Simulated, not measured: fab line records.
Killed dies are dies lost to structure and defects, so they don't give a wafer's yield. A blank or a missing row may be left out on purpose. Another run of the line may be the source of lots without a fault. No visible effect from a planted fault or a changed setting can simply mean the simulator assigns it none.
Comparing a struck lot with a sound one :: flow sky130 :: 15 out of 708 route steps
Sound: wafers L677.1, L677.4, L677.6. Struck: wafers L693.4, L693.5. (L693.2 of the same lot was not struck and is left out.) The cause comes at the end.
Order at every step that has rows: each side's tool, ch and its chambers, its first start. Under that, the readings that differ: sound wafers :: struck wafers :: difference of the means :: sigmas: that difference in standard deviations of wafers without a fault.
alike: readings with means less than 2 such deviations apart, plus words and numbers identical on both sides. not compared: withheld readings, readings lacking a value on some wafer, bounds such as >300 that could conceal the same value, and numbers that have no deviation in the record and whose values overlap.
The two part at a step that has a row with sigmas, a row that says differs or no value, or rows on one side only. Numbers that have no deviation but don't overlap get no sigmas and don't part them. A reading missing from all wafers of one side parts the sides only when that side holds two or more wafers.

SKY_SPACER_THK_MEAS_01:
  sound on film_metro-01 at day 24 11:49; struck on film_metro-03 at day 29 23:08
  alike: SPACER_CVD_00_THK
SKY_SPACER_ETCHBACK_02: etches Si3N4 in CH3F/O2, stops on SiO2, time 46.7 s, target depth 45 nm.
  sound on rie_diel-04 ch 0,1,3, day 24 11:52; struck on rie_diel-04 ch 0,1, day 29 23:11
  alike: bias_w, drypump_motor_current_A, oes_product_au, throttle_valve_pct
  not compared: rf_hours_counter_h
then, 8 steps without rows for these wafers: SKY_POLY_CUT_DEHYDRATE_00 (time 60 s); SKY_POLY_CUT_HMDS_01 (prime time 60 s); SKY_POLY_CUT_COAT_02 (resist thk 60 nm); SKY_POLY_CUT_COAT_03 (resist thk 450 nm); SKY_POLY_CUT_SOFTBAKE_04 (time 90 s); SKY_POLY_CUT_EXPOSE_05 (exposes mask NPCM, target cd 270 nm); SKY_POLY_CUT_PEB_06; SKY_POLY_CUT_DEVELOP_07 (develop time 60 s).
SKY_POLY_CUT_CD_MEAS_08: the cd target is 270 nm.
  sound on cd_sem-01 at day 25 17:04; struck on cd_sem-02 at day 31 03:13
  alike: cd_nm
SKY_POLY_CUT_OVL_MEAS_09:
  sound on overlay-01 at day 25 17:11; struck on overlay-02 at day 31 03:20
  alike: POLY_CUT_OVL
SKY_POLY_CUT_ETCH_10: etches BARC in N2/H2, stops on SiO2, time 45.9 s, target depth 60 nm.
  sound on rie_diel-02 ch 1,3, day 25 17:13; struck on rie_diel-03 ch 1, day 31 03:22
reading: bias_w (W)
sound: 100.56 100.32 100.55
struck: 99.92 99.84
difference: -0.60
sigmas: -2

reading: oes_product_au (a.u.)
sound: 0.857 0.854 0.856
struck: 0.822 0.823
difference: -0.033
sigmas: -7

reading: run_length_s (s)
sound: 74.3 74.4 74.1
struck: 77.5 77.4
difference: +3.2
sigmas: +8
  alike: drypump_motor_current_A, throttle_valve_pct
  not compared: rf_hours_counter_h, model.SiO2_of_SONOS_ONO_CVD_04.thk_nm
SKY_POLY_CUT_ETCH_11: etches Si3N4 in CF4/CH2F2/Ar, stops on poly-Si, time 42.5 s, target depth 60 nm.
  sound on rie_diel-02 ch 1,3, day 25 17:16; struck on rie_diel-03 ch 1, day 31 03:24
reading: mfc_ar_sccm (sccm)
sound: 149.4 149.9 149.6
struck: 150.7 151.0
difference: +1.2
sigmas: +2
  alike: bias_w, drypump_motor_current_A, oes_product_au, run_length_s, throttle_valve_pct
  not compared: rf_hours_counter_h
SKY_PAD_OPEN_PROBE_99:
  the record has rows for the sound wafers here (prober-02, day 46 22:56) and none for the struck ones

WHERE THEY PART
Earliest at SKY_POLY_CUT_ETCH_10; latest, in this record, at SKY_PAD_OPEN_PROBE_99.

WHY: what had been put in by the simulator
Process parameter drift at SKY_POLY_CUT_ETCH_10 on rie_diel-03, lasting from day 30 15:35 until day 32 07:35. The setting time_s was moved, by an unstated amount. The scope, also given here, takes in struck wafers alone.
